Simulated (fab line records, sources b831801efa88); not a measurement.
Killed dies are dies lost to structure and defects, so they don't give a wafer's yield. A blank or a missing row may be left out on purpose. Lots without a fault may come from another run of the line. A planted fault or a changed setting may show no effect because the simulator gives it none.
fab line records | flow sky130
record lots=6 wafers=18 last_day=50
route steps=708 shown FIELD_ISO@3
lots that met no fault: from a run of the same line without faults
start_h: hours from the record's first day to the start of the lot's first wafer shown | wait_h: hours since the lot's step before | " the same as in the row above | L1.1+2: a row that stands for several wafers | - no value, or no start given | * or withheld: withheld | < > ~ a bound
route shown NAME@n: a module of which the file shows steps, and the number in the route of the first | usual: mean/standard deviation of fault-free wafers | same: alike in all rows | chamber/n: place in a boat | sites: the reading at each site | _std_site: their standard deviation | _edge_site: outer sites' mean less inner sites' | radius_mm: how far each site lies from the wafer's centre | mask NAME#n: copy n | behind: the tool/chamber that last shaped the wafer | hold: why the lot was held/for how many hours/how that ended | device: the transistor (n, p or np) that didn't switch | end of line: the same wafers' tests at the end of the route | a step without rows: its recipe alone | killed: dies lost to structure and defects at the first sort, not the wafer's yield | map: a wafer's dies, x killed, . not, _ none there
set.NAME: the setting as run; set.NAME@STEP: as run at that earlier step | model.NAME: the simulator's own value behind a step, which no gauge read
lots at some steps of the route; a table a step, a row a wafer
services: from which hour (start_h, from the record's first day; less than 0 if before it) a tool's chamber was out of use, for how many hours, and why
## steps
# step SKY_FIELD_ISO_THK_MEAS_02
# recipe reads=SiO2_of_FIELD_ISO_OXIDATION_01
# usual FIELD_ISO_OXIDATION_00_THK=12.04/0.2
# columns lot.wafer tool chamber start_h wait_h FIELD_ISO_OXIDATION_00_THK[nm]
L343.2 film_metro-03 - 16.64 0.0 12.05
L343.3 " - " " 11.98
L343.6 " - " " 12.17
L345.4 film_metro-04 - 27.45 0.0 12.09
L345.5 " - " " 12.11
L345.6 " - " " 11.88
L349.3 film_metro-02 - 48.21 0.0 11.83
L349.4 " - " " 11.69
L349.6 " - " " 11.75
L351.2 film_metro-03 - 57.30 0.0 12.01
L351.3 " - " " 11.86
L351.5 " - " " 11.68
L357.4 film_metro-04 - 86.66 0.0 11.93
L357.5 " - " " 12.23
L357.6 " - " " 11.92
L364.1 film_metro-02 - 122.46 0.0 11.83
L364.5 " - " " 12.16
L364.6 " - " " 12.07
# step SKY_FIELD_ISO_CVD_03
# recipe material=Si3N4 precursor=DCS/NH3 target_thk_nm=165 temp_c=770 time_s=2830 pressure_mtorr=250
# step SKY_FIELD_ISO_THK_MEAS_04
# recipe reads=Si3N4_of_FIELD_ISO_CVD_03
# usual FIELD_ISO_CVD_03_THK=164.6/1.4
# columns lot.wafer tool chamber start_h wait_h FIELD_ISO_CVD_03_THK[nm]
L343.2 film_metro-04 - 18.49 0.0 166.4
L343.3 " - " " 165.3
L343.6 " - " " 165.1
L345.4 film_metro-02 - 29.29 0.0 165.6
L345.5 " - " " 166.6
L345.6 " - " " 164.5
L349.3 film_metro-02 - 51.49 0.0 165.1
L349.4 " - " " 165.0
L349.6 " - " " 164.3
L351.2 film_metro-03 - 59.15 0.0 163.1
L351.3 " - " " 164.1
L351.5 " - " " 163.7
L357.4 film_metro-04 - 88.51 0.0 162.4
L357.5 " - " " 163.1
L357.6 " - " " 161.7
L364.1 film_metro-04 - 124.31 0.0 163.6
L364.5 " - " " 163.5
L364.6 " - " " 163.2
# step SKY_FIELD_ISO_DEHYDRATE_05
# recipe temp_c=200 time_s=60
# step SKY_FIELD_ISO_HMDS_06
# recipe prime_time_s=62.55 prime_temp_c=120
# step SKY_FIELD_ISO_COAT_07
# recipe resist=BARC temp_c=withheld time_s=withheld spin_rpm=3000 resist_thk_nm=60
# step SKY_FIELD_ISO_COAT_08
# recipe resist=KrF-thick spin_rpm=3000 resist_thk_nm=450
# step SKY_FIELD_ISO_SOFTBAKE_09
# recipe temp_c=100 time_s=90 resist=KrF-thick
# step SKY_FIELD_ISO_EXPOSE_10
# recipe mask_id=FOM na=0.68 source_shape=annular sigma_inner=0.4 sigma_outer=0.8 target_cd_nm=150 dose_mj=28
# step SKY_FIELD_ISO_PEB_11
# recipe peb_temp_c=withheld peb_time_s=withheld resist=KrF-thick
# step SKY_FIELD_ISO_DEVELOP_12
# recipe develop_time_s=60 resist=KrF-thick dev_temp_c=21
# step SKY_FIELD_ISO_CD_MEAS_13
# recipe target_cd_nm=150
# usual cd_nm=150.0/1.5
# columns lot.wafer tool chamber start_h wait_h cd_nm
L343.2 cd_sem-02 - 33.53 - 151.0
L343.3 " - " " 149.7
L343.6 " - " " 151.5
L345.4 cd_sem-02 - 44.17 - 152.2
L345.5 " - " " 150.6
L345.6 " - " " 151.3
L349.3 cd_sem-02 - 67.75 - 149.9
L349.4 " - " " 149.6
L349.6 " - " " 149.4
L351.2 cd_sem-02 - 75.32 - 149.9
L351.3 " - " " 148.3
L351.5 " - " " 149.1
L357.4 cd_sem-01 - 105.72 - 148.9
L357.5 " - " " 149.0
L357.6 " - " " 146.4
L364.1 cd_sem-01 - 142.65 - 149.9
L364.5 " - " " 150.1
L364.6 " - " " 151.1
# step SKY_FIELD_ISO_ETCH_14
# recipe chemistry=N2/H2 target=BARC ion_energy_ev=200 source_w=500 bias_w=100 pressure_mtorr=30 n2_flow_sccm=100 h2_flow_sccm=200 stop_on=SiO2 time_s=45.9 target_depth_a=600
# usual bias_w=100.04/0.3 chamber_pressure_mTorr=30.002/0.025 drypump_motor_current_A=5.5/0.44 oes_product_au=0.854/0.0047 run_length_s=74.4/0.42 throttle_valve_pct=13.224/0.0096
# columns lot.wafer tool chamber start_h wait_h bias_w chamber_pressure_mTorr drypump_motor_current_A oes_product_au rf_hours_counter_h run_length_s throttle_valve_pct model.KrF-thick_of_FIELD_ISO_COAT_08.thk_nm model.etch.depth_nm model.FIELD_ISO.cd_nm
L343.2 rie_diel-04 0 33.63 0.1 100.00 30.018 5.1 0.866 174 75.0 13.235 393.5 60.13 151.1
L343.3 " 2 " " 99.66 30.018 5.4 0.847 86 74.7 13.226 392.8 59.93 149.9
L343.6 " 2 " " 99.69 29.990 5.4 0.861 - 74.4 13.224 393.1 60.06 151.5
L345.4 rie_diel-02 3 44.23 0.0 100.42 30.010 5.6 0.850 104 74.3 13.220 392 59.84 151.7
L345.5 " 0 " " 100.47 29.986 5.5 0.859 - 74.0 13.222 391.8 59.84 150.8
L345.6 " 1 " " 99.52 29.995 6.0 0.851 - 74.4 13.227 392.1 59.94 151.2
L349.3 rie_diel-02 1 67.83 0.1 - 30.025 6.0 1.002 140 53.7 13.245 410.4 42.3 153.9
L349.4 " 0 " " 100.19 30.002 5.5 0.860 - 74.2 13.210 391.5 59.87 149.6
L349.6 " 3 " " 100.09 30.007 5.6 0.851 - 74.7 13.203 391.8 60.08 148.8
L351.2 rie_diel-02 2 75.42 0.1 100.18 30.024 6.2 0.851 19 73.5 13.232 392.7 60.02 149.9
L351.3 " 1 " " - 30.018 6.0 0.996 140 53.5 13.216 413.9 42.53 152.6
L351.5 " 1 " " - 30.019 6.0 0.996 - 53.3 13.242 413.9 42.38 153
L357.4 rie_diel-01 2 105.78 0.0 100.17 29.998 5.1 0.852 2 74.0 13.220 393.5 60.19 148.7
L357.5 " 1 " " 99.98 30.042 5.9 0.847 - 74.5 13.220 391.9 60.11 149.9
L357.6 " 0 " " 100.10 29.986 5.5 0.849 - 73.7 13.228 393.4 60.16 147.2
L364.1 rie_diel-01 2 142.77 0.1 99.61 29.942 5.1 0.856 3 74.2 13.219 392.5 60.27 148.9
L364.5 " 1 " " 99.93 29.954 5.9 0.853 - 74.4 13.221 393.9 60.2 149.9
L364.6 " 2 " " 100.08 30.002 5.1 0.854 - 73.9 13.203 395.1 60.08 150.3
# step SKY_FIELD_ISO_ETCH_15
# recipe chemistry=CHF3/O2 target_depth_nm=180 stop_on=Si source_w=609.1 bias_w=200 pressure_mtorr=40 chf3_flow_sccm=50 O2_flow_sccm=5 time_s=72
# usual bias_w=200.0/0.59 chamber_pressure_mTorr=40.00/0.034 drypump_motor_current_A=5.5/0.44 oes_product_au=0.944/0.0072 run_length_s=100.4/0.39 throttle_valve_pct=8.843/0.011
# columns lot.wafer tool chamber start_h wait_h bias_w chamber_pressure_mTorr drypump_motor_current_A oes_product_au rf_hours_counter_h run_length_s throttle_valve_pct model.KrF-thick_of_FIELD_ISO_COAT_08.thk_nm
L343.2 rie_diel-04 0 33.68 0.0 199.6 40.02 5.1 0.946 174 101.3 8.866 235.5
L343.3 " 2 " " 199.7 40.02 5.4 0.942 86 100.3 8.829 234.4
L343.6 " 2 " " 200.1 39.96 5.4 0.945 - 100.3 8.856 235.6
L345.4 rie_diel-02 3 44.28 0.0 199.4 40.04 5.7 0.946 104 100.7 8.864 233.5
L345.5 " 0 " " 200.1 39.98 5.5 0.952 - 100.7 8.855 234.2
L345.6 " 1 " " 199.9 39.98 6.0 0.946 - 100.4 8.851 235
L349.3 rie_diel-02 1 67.88 0.0 200.1 40.00 6.0 0.380 140 100.5 8.670 252.6
L349.4 " 0 " " 200.2 39.99 5.5 0.949 - 100.2 8.850 234.2
L349.6 " 3 " " 200.8 40.04 5.6 0.951 - 100.4 8.838 230.4
L351.2 rie_diel-02 2 75.46 0.0 199.3 39.99 6.2 0.938 19 99.6 8.840 234.1
L351.3 " 1 " " 199.9 40.02 6.0 0.379 140 100.7 8.663 258.6
L351.5 " 1 " " 199.5 40.02 6.0 0.379 - 100.4 8.671 256.5
L357.4 rie_diel-01 2 105.83 0.0 199.8 40.00 5.1 0.944 2 99.9 8.833 237
L357.5 " 1 " " 198.6 40.02 5.9 0.946 - 101.1 8.848 235.6
L357.6 " 0 " " 200.1 40.00 5.5 0.938 - 100.2 8.833 236.7
L364.1 rie_diel-01 2 142.81 0.0 199.5 40.05 5.1 0.933 3 100.1 8.842 233.1
L364.5 " 1 " " 199.8 40.03 5.9 0.941 - 101.0 8.835 235
L364.6 " 2 " " 199.1 40.04 5.1 0.936 - 100.2 8.846 237.7
# step SKY_FIELD_ISO_STRIP_16
# recipe chemistry=O2/N2 power_w=1400 pressure_mtorr=1500 platen_temp_c=withheld o2_flow_sccm=3000 n2_flow_sccm=300 overash_fraction=0.5
# usual chamber_pressure_mTorr=1500.1/1.3 drypump_motor_current_A=5.7/0.54 oes_product_au=0.377/0.0044 strip_time_to_endpoint_s=3.532/0.024
# columns lot.wafer tool chamber start_h wait_h chamber_pressure_mTorr drypump_motor_current_A oes_product_au rf_hours_counter_h strip_time_to_endpoint_s
L343.2 plasma_asher-04 0 33.73 0.0 1498.7 6.3 0.376 21 3.533
L343.3 " 1 " " 1499.5 5.5 0.374 - 3.533
L343.6 " 1 " " 1499.2 5.4 0.379 - 3.535
L345.4 plasma_asher-03 1 44.37 0.1 1500.1 4.7 0.377 - 3.517
L345.5 " 0 " " 1501.1 5.7 0.380 - 3.533
L345.6 " 1 " " 1499.9 4.7 0.386 - 3.549
L349.3 plasma_asher-04 0 67.97 0.1 1502.0 6.3 0.389 - 3.713
L349.4 " 1 " " 1499.2 5.5 0.376 - 3.537
L349.6 " 0 " " 1500.4 6.3 0.367 - 3.487
L351.2 plasma_asher-04 0 75.52 0.0 1499.7 6.3 0.372 25 3.520
L351.3 " 0 " " 1500.4 6.3 0.393 - 3.791
L351.5 " 0 " " 1499.5 6.4 0.388 - 3.775
L357.4 plasma_asher-03 0 105.91 0.1 1498.0 5.7 0.380 - 3.548
L357.5 " 1 " " 1498.7 4.7 0.377 - 3.541
L357.6 " 0 " " 1501.7 5.7 0.367 - 3.539
L364.1 plasma_asher-02 1 142.87 0.0 1497.4 5.8 0.373 48 3.525
L364.5 " 0 " " 1499.4 6.2 0.381 - 3.534
L364.6 " 1 " " 1500.5 5.8 0.381 - 3.565
# step SKY_FIELD_ISO_ETCH_17
# recipe target_depth_a=3420 mask_material=Si3N4 chemistry=HBr/Cl2/O2 target=Si taper_deg=5 icp_w=600 bias_w=150 pressure_mtorr=15 HBr_flow_sccm=150 Cl2_flow_sccm=40 O2_flow_sccm=6 time_s=97.7
# usual HBr_flow_sccm=150.0/0.45 bias_w=150.0/0.48 chamber_pressure_mTorr=15.000/0.015 drypump_motor_current_A=5.48/0.3 oes_product_au=1.001/0.0074 run_length_s=126.0/0.44 throttle_valve_pct=25.656/0.0096
# columns lot.wafer tool chamber start_h wait_h HBr_flow_sccm bias_w chamber_pressure_mTorr drypump_motor_current_A oes_product_au rf_hours_counter_h run_length_s throttle_valve_pct model.FIELD_ISO.cd_nm
L343.2 rie_si-01 1 33.83 0.1 150.6 150.0 15.017 6.02 0.992 135 125.5 25.667 151.6
L343.3 " 0 " " 149.5 149.4 14.994 5.90 0.991 3 125.7 25.672 149.8
L343.6 " 0 " " 149.3 149.7 14.985 5.92 0.991 - 125.9 25.661 151.6
L345.4 rie_si-02 3 44.43 0.0 149.4 149.7 15.015 5.64 0.997 128 125.5 25.665 152.3
L345.5 " 0 " " 149.5 151.4 14.999 5.42 0.989 - 127.0 25.666 151
L345.6 " 3 " " 150.3 150.0 15.038 5.69 0.996 - 125.6 25.653 151.6
L349.3 rie_si-02 3 68.03 0.0 150.6 150.5 15.014 5.65 1.008 128 125.9 25.650 156
L349.4 " 1 " " 150.5 150.4 15.001 5.34 1.002 82 125.5 25.678 149.7
L349.6 " 0 " " 150.4 150.5 15.005 5.44 0.986 - 127.0 25.653 149.9
L351.2 rie_si-02 1 75.62 0.1 149.5 151.0 15.022 5.26 1.009 82 125.3 25.650 150.8
L351.3 " 3 " " 149.9 149.8 15.018 5.68 1.007 129 126.4 25.648 155
L351.5 " 2 " " 150.5 149.4 15.021 5.21 1.002 - 126.0 25.650 154.7
L357.4 rie_si-02 3 105.98 0.0 150.0 150.4 15.013 5.70 1.001 129 126.2 25.653 148.8
L357.5 " 2 " " 149.8 150.1 15.031 5.15 1.009 - 126.2 25.643 150.1
L357.6 " 3 " " 150.5 149.0 14.982 5.66 1.006 - 125.6 25.647 146.8
L364.1 rie_si-01 3 142.97 0.1 150.2 150.7 14.986 5.19 0.998 3 126.7 25.668 150
L364.5 " 3 " " 149.9 149.6 15.012 5.21 1.001 - 126.5 25.655 149.9
L364.6 " 2 " " 150.2 149.9 14.991 5.32 0.998 - 126.3 25.660 151.5
# step SKY_FIELD_ISO_WET_ETCH_18
# recipe chemistry=H3PO4 target_depth_nm=25 temp_c=160 target=Si3N4 time_s=286
## services
# columns tool chamber start_h hours kind
rie_diel-02 - 21.26 0.7 repair
rie_diel-04 0 48.50 - clean
rie_diel-04 0 48.50 25.3 scheduled_down
rie_diel-04 0 48.50 25.3 vent_cycle
plasma_asher-02 - 51.34 2.8 pm
plasma_asher-04 - 53.55 1.7 repair
rie_diel-02 2 66.44 6.4 repair
rie_diel-04 1 66.59 4.6 repair
rie_diel-01 - 80.57 1.0 repair
rie_diel-04 2 85.06 5.1 repair
rie_diel-04 2 97.89 1.2 repair
rie_diel-02 3 103.58 15.3 repair
plasma_asher-03 - 108.75 9.0 pm
plasma_asher-03 0 108.75 9.0 vent_cycle
plasma_asher-03 1 108.75 9.0 vent_cycle
plasma_asher-03 0 117.75 - clean
plasma_asher-03 1 117.75 - clean
plasma_asher-03 - 122.81 2.5 repair
rie_diel-02 2 133.78 7.9 repair
rie_diel-01 1 136.83 4.5 repair
rie_diel-01 2 138.57 4.1 repair
## key
first_sign step=SKY_FIELD_ISO_ETCH_14 reading=run_length_s direction=down sigmas=50 usual=* struck=*
effect step=SKY_FIELD_ISO_ETCH_14 reading=oes_product_au direction=up sigmas=31 usual=0.854 struck=0.998
effect step=SKY_FIELD_ISO_ETCH_15 reading=oes_product_au direction=down sigmas=79 usual=0.944 struck=0.379
effect step=SKY_FIELD_ISO_STRIP_16 reading=strip_time_to_endpoint_s direction=up sigmas=9.4 usual=* struck=*
model_effect step=SKY_FIELD_ISO_ETCH_14 value=KrF-thick_of_FIELD_ISO_COAT_08.thk_nm without=393 struck=412.8
model_effect step=SKY_FIELD_ISO_ETCH_15 value=KrF-thick_of_FIELD_ISO_COAT_08.thk_nm without=236.1 struck=255.9
model_effect step=SKY_FIELD_ISO_ETCH_17 value=FIELD_ISO.cd_nm without=151.3 struck=155.2
met_at SKY_FIELD_ISO_ETCH_14
struck_wafers L349.3,L351.3,L351.5
later_rows_left_out L349.3,L351.3,L351.5
sort_left_out L349.3,L351.3,L351.5
tester_left_out L349,L351
onset_between 44.23 67.83
fault kind=process_parameter_drift tool=rie_diel-02 chamber=1 onset_h=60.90 steps=SKY_FIELD_ISO_ETCH_14 channel=time_s offset=* shape=step end_h=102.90 acts_in=* stated=*
# tester_left_out: of these lots the tester's yield and bins aren't shown, on N5 and GAA mostly nor the transistor test; their killed dies are dies lost to structure and defects alone, not to doping, threshold or leakage, so they don't give the yield
# sort_left_out: the simulated sort isn't trusted on such a fault, so these wafers' sort isn't shown, and their yield isn't known
# later_rows_left_out: the simulator's readings of these wafers behind a module that went badly wrong aren't trusted and aren't shown, but for the sort
